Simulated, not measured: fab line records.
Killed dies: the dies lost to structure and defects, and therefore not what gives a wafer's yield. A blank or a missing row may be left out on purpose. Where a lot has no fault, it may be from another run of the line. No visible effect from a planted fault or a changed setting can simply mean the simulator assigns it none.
A lot that was struck, set against a sound lot || flow sky130 || 17 out of 708 route steps
Sound: the wafers L705.1, L705.2, L705.3. Struck: wafer L718.4 (L718.1, L718.5, from the same lot, were not struck and are left out); the cause is given at the end.
For every step that has rows: the tool of each side, followed by ch and its chambers, followed by its first start. Under that, the readings that differ: sound wafers || struck wafers || difference of the means || sigmas: that difference in standard deviations of wafers without a fault.
alike: words and numbers the same on both sides, and readings whose means are apart by under 2 such deviations; not compared: readings that were withheld, readings missing a value for some wafer, numbers with overlapping values and no deviation given by the record, and bounds like >300 which may hide the same value.
The two part at a step that has a row with sigmas, a row that says differs or no value, or rows on one side only. Numbers that have no deviation but don't overlap get no sigmas and don't part them. Lack of a reading on every wafer of one side parts them only where that side has two or more wafers.

SKY_SPACER_THK_MEAS_01:
  sound on filmMetro-01 at day 24 13:09; struck on filmMetro-04 at day 29 04:10
  alike: SPACER_CVD_00_THK
SKY_SPACER_ETCHBACK_02: etches Si3N4 in CH3F/O2, stops on SiO2, time 46.7 s, target depth 45 nm.
  sound on rieDiel-02 ch 0,1,3, day 24 13:13; struck on rieDiel-04 ch 0, day 29 04:13
{"reading": "oesProductAu (a.u.)", "sound": "0.858 0.854 0.859", "struck": 0.843, "difference": -0.014, "sigmas": -2}
{"reading": "rfHoursCounterH (h)", "sound": "0 1 17", "struck": 33, "difference": "+27", "sigmas": ""}
  alike: drypumpMotorCurrentA, throttleValvePct
then, 8 steps without rows for these wafers: SKY_POLY_CUT_DEHYDRATE_00 (time 60 s); SKY_POLY_CUT_HMDS_01 (prime time 60 s); SKY_POLY_CUT_COAT_02 (resist thk 60 nm); SKY_POLY_CUT_COAT_03 (resist thk 450 nm); SKY_POLY_CUT_SOFTBAKE_04 (time 90 s); SKY_POLY_CUT_EXPOSE_05 (exposes mask NPCM, target cd 270 nm); SKY_POLY_CUT_PEB_06; SKY_POLY_CUT_DEVELOP_07 (develop time 60 s).
SKY_POLY_CUT_CD_MEAS_08 targets a cd of 270 nm.
  sound on cdSem-01 at day 25 19:20; struck on cdSem-01 at day 30 08:03
{"reading": "cdNm (nm)", "sound": "268.0 268.0 267.7", "struck": 271.0, "difference": "+3.1", "sigmas": "+2"}
SKY_POLY_CUT_OVL_MEAS_09:
  sound on overlay-02 at day 25 19:28; struck on overlay-02 at day 30 08:10
  alike: POLY_CUT_OVL
SKY_POLY_CUT_ETCH_10: etches BARC in N2/H2, stops on SiO2, time 45.9 s, target depth 60 nm.
  sound on rieDiel-03 ch 0,1,2, day 25 19:30; struck on rieDiel-04 ch 1, day 30 08:13
{"reading": "model.KrF-thick_of_POLY_CUT_COAT_03.thkNm (nm)", "sound": "407.8 409.7 409.4", "struck": 415.6, "difference": "+6.6", "sigmas": ""}
  alike: drypumpMotorCurrentA, oesProductAu, throttleValvePct
  not compared: rfHoursCounterH
SKY_POLY_CUT_ETCH_11: etches Si3N4 in CF4/CH2F2/Ar, stops on poly-Si, time 42.5 s, target depth 60 nm.
  sound on rieDiel-03 ch 0,1,2, day 25 19:32; struck on rieDiel-04 ch 1, day 30 08:15
  alike: drypumpMotorCurrentA, oesProductAu, throttleValvePct
  not compared: rfHoursCounterH
SKY_POLY_CUT_STRIP_12: strips in O2/N2.
  sound on plasmaAsher-02 ch 0,1, day 25 19:35; struck on plasmaAsher-04 ch 0, day 30 08:17
{"reading": "stripTimeToEndpointS (s)", "sound": "5.359 5.393 5.371", "struck": 5.440, "difference": "+0.066", "sigmas": "+4"}
  alike: drypumpMotorCurrentA, oesProductAu
  not compared: rfHoursCounterH
then, 2 steps without rows for these wafers: SKY_SD_P_DEHYDRATE_00 (time 60 s); SKY_PAD_OPEN_PROBE_99.

== WHERE THEY PART ==
Last at SKY_POLY_CUT_STRIP_12 as far as this record goes, first at SKY_SPACER_ETCHBACK_02.

WHY: what had been put in by the simulator
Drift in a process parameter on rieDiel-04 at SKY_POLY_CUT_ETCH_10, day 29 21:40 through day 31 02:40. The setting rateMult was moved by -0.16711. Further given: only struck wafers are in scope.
